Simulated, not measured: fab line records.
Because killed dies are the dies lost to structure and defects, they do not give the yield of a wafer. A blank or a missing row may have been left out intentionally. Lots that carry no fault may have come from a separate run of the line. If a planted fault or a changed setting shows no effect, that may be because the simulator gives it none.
Problem report in the 8D (eight disciplines) form, filled by code || flow sky130 || the parts of the form that need people (team, actions taken, sign-off) are left out

## 1. THE ISSUE
Mean SD_N_TW at SKY_SD_N_TW_MEAS_12: 3719 over 6 wafers in 2 lots; fault-free wafers: 3970, standard deviation 29. That is -8.6 standard deviations from the usual mean.
Seen first at day 33 13:57 on film metro-03, wafer L956.2. At this step, 30 wafers from 10 lots have a number in the record. Rule for "out", or "out of limits": more than 4 standard deviations from the usual mean. The rest of the wafers with a number are treated as sound.

## 2. WHAT IT IS, AND WHAT IT ISN'T
{"question": "which readings at this step", "is": "SD_N_TW", "is not": "-"}
{"question": "which lots", "is": "L956, L959", "is not": "L943, L946, L947, L949, L951, L960, L963, L965"}
{"question": "which wafers of those lots", "is": "all that have a number", "is not": "-"}
{"question": "read on which gauges", "is": "film metro-02, film metro-03", "is not": "film metro-04"}
{"question": "when", "is": "from day 33 13:57", "is not": "up to then (15 sound wafers); but 9 sound wafers of L960, L963, L965 came after"}

## 3. THE SUSPECTS, EACH WITH WHAT RULES IT OUT
Counting: a tool stays on the suspect list if, at a process step up to the reading, it processed all lots that are out and no sound lot following the first of them.
- ruled out: the gauge at SKY_SD_N_TW_MEAS_12. 2 gauges (film metro-02, film metro-03) read the wafers that are out.
- implanter-04 at SKY_SD_N_IMPLANT_09: kept. Every lot that is out went through it, starting with L956 (day 33 13:34), and after that it ran no sound lot; the last sound lot it ran before then is L946 (day 29 16:25). On those wafers its own readings are out: dose ions cm2, faraday current uA.
- plasma asher-03 at SKY_SD_N_STRIP_11 (strips in O2/N2): kept. Every lot that is out went through it, starting with L956 (day 33 13:50), and after that it ran no sound lot; the last sound lot it ran before then is L951 (day 31 18:13). On those wafers its own readings are out: oes product au, strip time to endpoint s.
After counting, implanter-04 at SKY_SD_N_IMPLANT_09 and plasma asher-03 at SKY_SD_N_STRIP_11 remain.

## 4. THE CAUSE (what the simulator had put in)
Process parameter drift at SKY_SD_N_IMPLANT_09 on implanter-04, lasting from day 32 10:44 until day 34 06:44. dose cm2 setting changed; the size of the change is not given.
After counting, 2 suspects remain, this tool included.

## 5. THE CHAIN OF EFFECTS, in route order
Each row: a reading where the mean over the struck wafers with a number is more than 3 standard deviations away from the usual. Only readings for which the record gives a usual standard deviation are gone through. hours: the time from each lot's start at the first step in this table that gives one to its start at this step, as a median over the lots. sigmas: the change in usual standard deviations.
{"hours": 0, "step": "SKY_SD_N_IMPLANT_09", "reading": "beam on s", "usual": "15.5 s", "on struck wafers": 10.1, "change": -5.4, "sigmas": -4.1}
{"hours": 0, "step": "SKY_SD_N_IMPLANT_09", "reading": "dose ions cm2", "usual": 4e+15, "on struck wafers": 1e+15, "change": -3e+15, "sigmas": "-99 or more"}
{"hours": 0, "step": "SKY_SD_N_IMPLANT_09", "reading": "end station pressure torr", "usual": "1.52e-05 Torr", "on struck wafers": 9.87e-06, "change": -5.33e-06, "sigmas": -3.8}
{"hours": 0, "step": "SKY_SD_N_IMPLANT_09", "reading": "faraday current uA", "usual": 14096, "on struck wafers": 5925, "change": -8171, "sigmas": -6.8}
{"hours": 0, "step": "SKY_SD_N_STRIP_11", "reading": "oes product au", "usual": "0.527 a.u.", "on struck wafers": 0.600, "change": "+0.073", "sigmas": "+16"}
{"hours": 0, "step": "SKY_SD_N_STRIP_11", "reading": "strip time to endpoint s", "usual": "22.54 s", "on struck wafers": 18.22, "change": -4.32, "sigmas": -96}
{"hours": 0, "step": "SKY_SD_N_TW_MEAS_12", "reading": "SD_N_TW", "usual": 3970, "on struck wafers": 3719, "change": -251, "sigmas": -8.6}
{"hours": 1, "step": "SKY_SD_N_RS_MEAS_16", "reading": "SD_N_RS", "usual": "68.62 ohm/sq", "on struck wafers": 103.29, "change": "+34.67", "sigmas": "+99 or more"}
Process steps it contains:
- SKY_SD_N_IMPLANT_09
- SKY_SD_N_STRIP_11: strips in O2/N2.
At these later measuring or inspecting steps, every struck wafer for which the step has a row has a number for every such reading, and none has moved that far: SKY_VIA1_RS_MEAS_22, SKY_VIA1_THK_MEAS_23.

## 6. HOW IT WOULD HAVE BEEN CAUGHT EARLIER
In this record the first reading out of limits at a measuring or inspecting step was taken at day 33 13:57, 27 hours after the fault began at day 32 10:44.
The tool's own readings at SKY_SD_N_IMPLANT_09 were out on every struck wafer that the step has a row for (dose ions cm2, faraday current uA): an alarm limit on them would have fired on the first of those.
Lots out: 2; of these, L959 started SKY_SD_N_IMPLANT_09 on implanter-04 after day 33 13:57. Holding the tool at that time would have saved it.
